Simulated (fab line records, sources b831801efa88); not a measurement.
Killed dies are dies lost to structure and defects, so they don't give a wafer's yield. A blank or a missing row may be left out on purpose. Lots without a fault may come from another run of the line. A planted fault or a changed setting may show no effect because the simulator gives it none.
Which tool did it? | flow gf180mcu | 12 lots, 36 wafers sampled, at 4 steps of a route of 602

WHAT THE GAUGES READ, wafer by wafer
GF_M1_CD_MEAS_14: target cd 230 nm.
lot  | measured     | on        | cd_nm (nm)
L902 | day 17 01:53 | cd_sem-01 | 228.7 228.8 228.9
L904 | day 18 00:51 | cd_sem-01 | 230.2 229.4 230.4
L907 | day 18 23:44 | cd_sem-01 | 231.6 231.9 231.7
L908 | day 19 14:35 | cd_sem-02 | 227.9 229.2 228.8
L916 | day 22 09:06 | cd_sem-01 | 229.3 229.6 229.7
L917 | day 22 14:27 | cd_sem-02 | 230.4 230.1 230.6
L920 | day 23 18:54 | cd_sem-02 | 229.8 230.2 230.7
L923 | day 24 13:47 | cd_sem-02 | 228.8 228.7 229.0
L924 | day 25 04:44 | cd_sem-01 | 230.4 228.7 230.2
L925 | day 25 11:30 | cd_sem-02 | 231.3 230.4 231.4

WHICH TOOL RAN EACH LOT (tool, then ch and the chambers of the sampled wafers, then the start)
lot  | GF_STI_ETCH_14                  | GF_STI_STRIP_15                     | GF_SALICIDE_SPUTTER_03
L902 | rie_si-01 ch 0,3, day 2 04:02   | plasma_asher-03 ch 0,1, day 2 04:08 | pvd_sputter-01, day 15 03:34
L904 | rie_si-01 ch 1,2,3, day 2 11:11 | plasma_asher-03 ch 0,1, day 2 11:16 | pvd_sputter-02, day 16 01:33
L905 | rie_si-01 ch 1,3, day 2 18:23   | plasma_asher-03 ch 0,1, day 2 18:28 | -
L906 | rie_si-01 ch 0,1,2, day 2 23:17 | plasma_asher-01 ch 0,1, day 2 23:22 | -
L907 | rie_si-01 ch 0,1,2, day 3 02:43 | plasma_asher-02 ch 0,1, day 3 02:47 | pvd_sputter-01, day 16 23:00
L908 | rie_si-01 ch 0,1, day 3 07:50   | plasma_asher-02 ch 0,1, day 3 07:55 | pvd_sputter-01, day 17 12:46
L916 | rie_si-01 ch 0,1, day 5 01:50   | plasma_asher-01 ch 0, day 5 01:55   | pvd_sputter-02, day 20 06:26
L917 | rie_si-01 ch 0,1,3, day 5 06:53 | plasma_asher-03 ch 0,1, day 5 06:58 | pvd_sputter-01, day 20 13:15
L920 | rie_si-02 ch 0,1,3, day 5 22:44 | plasma_asher-02 ch 0,1, day 5 22:49 | pvd_sputter-01, day 21 18:34
L923 | rie_si-01 ch 2,3, day 6 14:19   | plasma_asher-01 ch 0,1, day 6 14:23 | pvd_sputter-01, day 22 13:42
L924 | rie_si-01 ch 0,2, day 6 22:02   | plasma_asher-03 ch 0,1, day 6 22:06 | pvd_sputter-04, day 23 05:35
L925 | rie_si-01 ch 0,3, day 7 02:11   | plasma_asher-03 ch 0, day 7 02:15   | pvd_sputter-04, day 23 12:43
- GF_STI_ETCH_14: etches Si in HBr/Cl2/O2, target depth 360 nm, time 102.9 s.
- GF_STI_STRIP_15: strips in O2/N2.
- GF_SALICIDE_SPUTTER_03: material TiN, target thk 20 nm, time 16.7 s.

WHAT THE TOOLS THEMSELVES READ (means of the sampled wafers that have a number; where no wafer has one, the mark that the record gives instead)
GF_STI_ETCH_14.
lot  | tool      | HBr_flow_sccm (sccm) | O2_flow_sccm (sccm) | drypump_motor_current_A (A) | oes_product_au (a.u.) | throttle_valve_pct (%)
L902 | rie_si-01 | 150.1                | 5.998               | 5.5                         | 1.001                 | 25.644
L904 | rie_si-01 | 150.0                | 5.996               | 5.2                         | 0.999                 | 25.653
L905 | rie_si-01 | -                    | -                   | -                           | -                     | -
L906 | rie_si-01 | -                    | -                   | -                           | -                     | -
L907 | rie_si-01 | 149.9                | 6.013               | 5.4                         | 1.008                 | 25.652
L908 | rie_si-01 | 150.3                | 5.999               | 5.4                         | 1.007                 | 25.650
L916 | rie_si-01 | 150.0                | 6.000               | 5.4                         | 0.996                 | 25.666
L917 | rie_si-01 | 149.9                | 6.011               | 5.4                         | 0.992                 | 25.651
L920 | rie_si-02 | 150.3                | 6.003               | 5.8                         | 1.001                 | 25.663
L923 | rie_si-01 | 150.7                | 6.010               | 5.3                         | 1.001                 | 25.650
L924 | rie_si-01 | 150.3                | 6.000               | 5.6                         | 1.006                 | 25.643
L925 | rie_si-01 | 149.7                | 5.995               | 5.5                         | 1.000                 | 25.651

GF_STI_STRIP_15.
lot  | tool            | drypump_motor_current_A (A) | heater_power_w (W) | oes_product_au (a.u.) | strip_time_to_endpoint_s (s)
L902 | plasma_asher-03 | 5.5                         | 311                | 0.377                 | 3.67
L904 | plasma_asher-03 | 5.9                         | 316                | 0.379                 | 3.71
L905 | plasma_asher-03 | 5.9                         | 316                | 0.431                 | 4.94
L906 | plasma_asher-01 | 5.3                         | 296                | 0.435                 | 4.98
L907 | plasma_asher-02 | 6.3                         | 286                | 0.385                 | 3.71
L908 | plasma_asher-02 | 6.3                         | 287                | 0.386                 | 3.75
L916 | plasma_asher-01 | 5.2                         | 317                | 0.386                 | 3.75
L917 | plasma_asher-03 | 5.9                         | 319                | 0.381                 | 3.73
L920 | plasma_asher-02 | 6.3                         | 289                | 0.380                 | 3.74
L923 | plasma_asher-01 | 5.3                         | 297                | 0.384                 | 3.81
L924 | plasma_asher-03 | 5.5                         | 311                | 0.388                 | 3.71
L925 | plasma_asher-03 | 5.1                         | 303                | 0.392                 | 3.80

GF_SALICIDE_SPUTTER_03.
lot  | tool           | throttle_valve_pct (%)
L902 | pvd_sputter-01 | 28.1
L904 | pvd_sputter-02 | 30.0
L907 | pvd_sputter-01 | 30.0
L908 | pvd_sputter-01 | 29.0
L916 | pvd_sputter-02 | 29.7
L917 | pvd_sputter-01 | 28.6
L920 | pvd_sputter-01 | 28.7
L923 | pvd_sputter-01 | 29.7
L924 | pvd_sputter-04 | 29.0
L925 | pvd_sputter-04 | 31.4

THE ANSWER, worked out from the rows above alone
Rule: what is usual is taken from the lots themselves. Put in order of their means at a reading, lots are off if they are a third of the lots or fewer, leave a main group of 4 or more, and stand apart from it by a gap of 3 or more times the standard deviation of the main group's means; of several such gaps the widest counts. A main group whose means are all the same, to the digits that the tables above print for the reading, isn't used. A lot without any number at a reading at which 4 lots or more have one is off too. The other lots that the step has rows for count as sound. The gauges are gone through in route order, then the tools' own readings, and for those a lot's mean is taken as printed above. The first step at which some lot is off is used, and at that step the reading that is off furthest; a lot without a number counts as furthest.
Off: L905, L906, at GF_STI_ETCH_14 (HBr_flow_sccm). Without a number there: L905, L906. The main group: mean 150.1 sccm, standard deviation 0.27.
A tool fits if, at that step or a process step before it, it ran every lot that is off, and no sound lot after the first of them. None of those tried fits.

WHAT THE SIMULATOR HAD PUT IN
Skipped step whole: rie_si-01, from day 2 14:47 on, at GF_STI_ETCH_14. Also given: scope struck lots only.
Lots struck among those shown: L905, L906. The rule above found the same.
